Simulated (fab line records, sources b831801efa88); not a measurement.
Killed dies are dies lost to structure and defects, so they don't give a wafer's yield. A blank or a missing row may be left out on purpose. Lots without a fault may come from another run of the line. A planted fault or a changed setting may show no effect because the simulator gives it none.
Which tool did it? | flow sky130 | 12 lots, 36 wafers sampled, at 1 step of a route of 708

WHAT THE GAUGES READ, wafer by wafer
SKY_CONTACT_RS_MEAS_25: measures by four-point-probe.
lot  | measured     | on            | CONTACT_W_RS (ohm/sq)
L075 | day 32 03:35 | film_metro-03 | 0.336 0.336 0.337
L077 | day 32 14:38 | film_metro-01 | 0.341 0.341 0.338
L079 | day 33 05:41 | film_metro-03 | 0.344 0.336 0.341
L081 | day 34 10:51 | film_metro-03 | 0.339 0.340 0.338
L083 | day 34 13:51 | film_metro-03 | 0.335 0.338 0.340
L085 | day 35 04:26 | film_metro-04 | 0.332 0.332 0.339
L087 | day 36 01:20 | film_metro-01 | 0.335 0.336 0.332
L089 | day 36 10:03 | film_metro-01 | 0.338 0.340 0.338
L091 | day 37 04:13 | film_metro-04 | 0.338 0.336 0.337
L093 | day 37 12:31 | film_metro-01 | 0.333 0.335 0.335
L095 | day 38 07:13 | film_metro-04 | 0.334 0.337 0.332
L097 | day 38 18:17 | film_metro-01 | 0.344 0.341 0.342

WHICH TOOL RAN EACH LOT (tool, then ch and the chambers of the sampled wafers, then the start)
The record holds no process step before these readings.

THE ANSWER, worked out from the rows above alone
Rule: what is usual is taken from the lots themselves. Put in order of their means at a reading, lots are off if they are a third of the lots or fewer, leave a main group of 4 or more, and stand apart from it by a gap of 3 or more times the standard deviation of the main group's means; of several such gaps the widest counts. A main group whose means are all the same, to the digits that the tables above print for the reading, isn't used. A lot without any number at a reading at which 4 lots or more have one is off too. The other lots that the step has rows for count as sound.
No lot is off at any reading shown: from this, nothing can be told.

WHAT THE SIMULATOR HAD PUT IN
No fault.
